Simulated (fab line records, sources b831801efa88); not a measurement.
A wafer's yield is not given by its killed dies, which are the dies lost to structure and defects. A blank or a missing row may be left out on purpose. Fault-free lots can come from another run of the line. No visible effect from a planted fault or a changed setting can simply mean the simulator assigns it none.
Struck lot and sound lot, side by side	flow sfq_line	42 steps out of a route of 325
Sound: wafers L251.1, L251.2, L251.3. Wafers L256.3, L256.4, L256.5 were the ones struck. At the end, the cause is stated.
Per side, at each step with rows, come the tool, then ch with its chambers, and then its first start. Under that, the readings that differ: sound wafers	struck wafers	difference of the means	sigmas: that difference in standard deviations of wafers without a fault.
alike: words and numbers the same on both sides, and readings whose means are apart by under 2 such deviations; not compared: readings that were withheld, readings missing a value for some wafer, numbers with overlapping values and no deviation given by the record, and bounds like >300 which may hide the same value.
Wherever a step has rows on one side only, a row that says differs or no value, or a row with sigmas, the two part there. When numbers do not overlap yet have no deviation, they are printed without sigmas and do not part them. A reading missing from all wafers of one side parts the sides only when that side holds two or more wafers.

first, 2 steps without rows for these wafers: SFQ_TRILAYER_R5_DEP_SPUTTER_133 (material MoNx, target thk 40 nm, time 66.7 s); SFQ_TRILAYER_R5_DEP_SPUTTER_134 (material Ti, target thk 5 nm, time 5 s).
SFQ_R5_RS_MEAS_933: uses a four-point probe to measure.
  sound on film_metro-01 at day 58 06:19; struck on film_metro-04 at day 59 04:21
  alike: R5_MONX_RS
SFQ_R5_THK_MEAS_934: measures by xrf.
  sound on film_metro-01 at day 58 06:26; struck on film_metro-04 at day 59 04:27
  alike: R5_MONX_THK
then, 6 steps without rows for these wafers: SFQ_TRILAYER_R5_LITHO_COAT_141 (resist thk 62 nm); SFQ_TRILAYER_R5_LITHO_COAT_136 (resist thk 600 nm); SFQ_TRILAYER_R5_LITHO_SOFTBAKE_140; SFQ_TRILAYER_R5_LITHO_EXPOSE_137 (exposes mask R5, target cd 500 nm); SFQ_TRILAYER_R5_LITHO_PEB_139 (peb time 60 s); SFQ_TRILAYER_R5_LITHO_DEVELOP_138 (time 60 s).
-- the record jumps here: 5 days lie between the struck wafers' starts before and after --
SFQ_R5_OVL_MEAS_935:
  sound on overlay-01 at day 62 14:19; struck on overlay-02 at day 64 02:07
  alike: R5_OVL
SFQ_TRILAYER_R5_BARC_OPEN_METAL_ETCH_177: etches BARC in O2, target depth 125 nm, time 41.7 s.
  sound on rie_metal-02 ch 0,1, day 62 14:22; struck on rie_metal-02 ch 0,1, day 64 02:10
  alike: drypump_motor_current_A, oes_product_au, rf_fwd_power_W
  not compared: rf_hours_counter_h
SFQ_TRILAYER_R5_ETCH_METAL_ETCH_139: etches the open film in Cl2, stops on SiO2, target depth 60 nm, time 40 s.
  sound on rie_metal-02 ch 0,1, day 62 14:25; struck on rie_metal-02 ch 0,1, day 64 02:13
reading	sound	struck	difference	sigmas
oes_product_au (a.u.)	0.983 0.990 0.990	0.925 0.933 0.920	-0.062	-8
rf_fwd_power_W (W)	596.0 592.3 594.8	500.5 500.2 495.7	-95.6	-38
model.etch.depth_nm (nm)	60 60 60	52.78 52.56 51.99	-7.56	
model.R5.feature_depth_nm (nm)	60 60 60	52.78 52.56 51.99	-7.56	
model.KrF_of_TRILAYER_R5_LITHO_COAT_136.thk_nm (nm)	497.7 497.1 496.9	503.6 506.1 501.4	+6.5	
  alike: drypump_motor_current_A
  not compared: rf_hours_counter_h
then, 2 steps without rows for these wafers: SFQ_TRILAYER_R5_STRIP_STRIP_140 (strips in O2); SFQ_TRILAYER_R5_STRIP_SOLV_CLEAN_141 (cleans in NMP, time 600 s).
SFQ_TRILAYER_A5C_DEP_PECVD_142: deposits SiO2 from SiH4/N2O, time 15.556 s, target thk 70 nm.
  sound on pecvd-02 ch 0,1,2, day 62 15:15; struck on pecvd-04 ch 0,2, day 64 03:03
  alike: chamber_pressure_Torr, heater_power_w, throttle_valve_pct
then, 6 steps without rows for these wafers: SFQ_TRILAYER_I5_LITHO_COAT_149 (resist thk 62 nm); SFQ_TRILAYER_I5_LITHO_COAT_144 (resist thk 650 nm); SFQ_TRILAYER_I5_LITHO_SOFTBAKE_148; SFQ_TRILAYER_I5_LITHO_EXPOSE_145 (exposes mask I5, target cd 700 nm); SFQ_TRILAYER_I5_LITHO_PEB_147 (peb time 60 s); SFQ_TRILAYER_I5_LITHO_DEVELOP_146 (time 60 s).
SFQ_I5_OVL_MEAS_936:
  sound on overlay-02 at day 62 17:32; struck on overlay-01 at day 64 06:06
  alike: I5_OVL
then, 1 step without rows for these wafers: SFQ_TRILAYER_I5_BARC_OPEN_VIA_ETCH_200 (etches BARC in O2, target depth 125 nm, time 41.7 s).
SFQ_TRILAYER_I5_ETCH_VIA_ETCH_147: etches the open film in CHF3, stops on Nb, target depth 360 nm.
  sound on rie_diel-02 ch 0,1,2, day 62 17:36; struck on rie_diel-02 ch 0,2,3, day 64 06:10
  alike: drypump_motor_current_A, oes_product_au, rf_fwd_power_W
SFQ_TRILAYER_I5_STRIP_STRIP_148: strips in O2.
  sound on rie_metal-03 ch 0,1, day 62 17:45; struck on rie_metal-01 ch 0,1, day 64 06:31
  alike: drypump_motor_current_A, oes_product_au
  not compared: rf_hours_counter_h
then, 7 steps without rows for these wafers: SFQ_TRILAYER_I5_STRIP_SOLV_CLEAN_149 (cleans in NMP, time 600 s); SFQ_TRILAYER_C5_LITHO_COAT_156 (resist thk 62 nm); SFQ_TRILAYER_C5_LITHO_COAT_151 (resist thk 650 nm); SFQ_TRILAYER_C5_LITHO_SOFTBAKE_155; SFQ_TRILAYER_C5_LITHO_EXPOSE_152 (exposes mask C5, target cd 500 nm); SFQ_TRILAYER_C5_LITHO_PEB_154 (peb time 60 s); SFQ_TRILAYER_C5_LITHO_DEVELOP_153 (time 60 s).
-- the record jumps here: 5 days lie between the struck wafers' starts before and after --
SFQ_C5_OVL_MEAS_937:
  sound on overlay-02 at day 67 17:47; struck on overlay-01 at day 69 02:15
  alike: C5_OVL
then, 5 steps without rows for these wafers: SFQ_TRILAYER_C5_BARC_OPEN_VIA_ETCH_210 (etches BARC in O2, target depth 125 nm, time 41.7 s); SFQ_TRILAYER_C5_ETCH_VIA_ETCH_154 (etches SiO2 in CHF3, stops on Nb, target depth 84 nm); SFQ_TRILAYER_C5_STRIP_STRIP_155 (strips in O2); SFQ_TRILAYER_C5_STRIP_SOLV_CLEAN_156 (cleans in NMP, time 600 s); SFQ_TRILAYER_M6_DEP_PRE_CLEAN_158 (time 22.5 s).
SFQ_TRILAYER_M6_DEP_SPUTTER_157: material Nb, target thk 200 nm, time 133.3 s.
  sound on pvd_sputter-04 at day 67 18:43; struck on pvd_sputter-04 at day 69 03:11
  alike: base_pressure_pa, throttle_valve_pct
SFQ_M6_RS_MEAS_938: uses a four-point probe to measure.
  sound on film_metro-01 at day 67 18:49; struck on film_metro-01 at day 69 03:19
  alike: M6_NB_RS
-- the record jumps here: 14 days lie between the struck wafers' starts before and after (it left off in module M6 and takes up again in module M8, whose first step shown is number 325 of the route) --
SFQ_M8_BOW_MEAS_951:
  sound on film_metro-02 at day 81 19:07; struck on film_metro-02 at day 82 15:20
reading	sound	struck	difference	sigmas
model.etest.r5.comb_log10_ohm	12 12 12	0 0 0	-12	
  alike: M8_BOW

== WHERE THEY PART ==
Within this record, at SFQ_TRILAYER_R5_ETCH_METAL_ETCH_139 only. Later steps at which nothing parts them and some readings are alike: SFQ_TRILAYER_A5C_DEP_PECVD_142, SFQ_I5_OVL_MEAS_936, SFQ_TRILAYER_I5_ETCH_VIA_ETCH_147, SFQ_TRILAYER_I5_STRIP_STRIP_148, SFQ_C5_OVL_MEAS_937, SFQ_TRILAYER_M6_DEP_SPUTTER_157, SFQ_M6_RS_MEAS_938, SFQ_M8_BOW_MEAS_951.

WHY: the cause the simulator had injected
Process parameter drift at SFQ_TRILAYER_R5_ETCH_METAL_ETCH_139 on rie_metal-02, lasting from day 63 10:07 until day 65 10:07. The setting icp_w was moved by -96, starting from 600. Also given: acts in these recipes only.
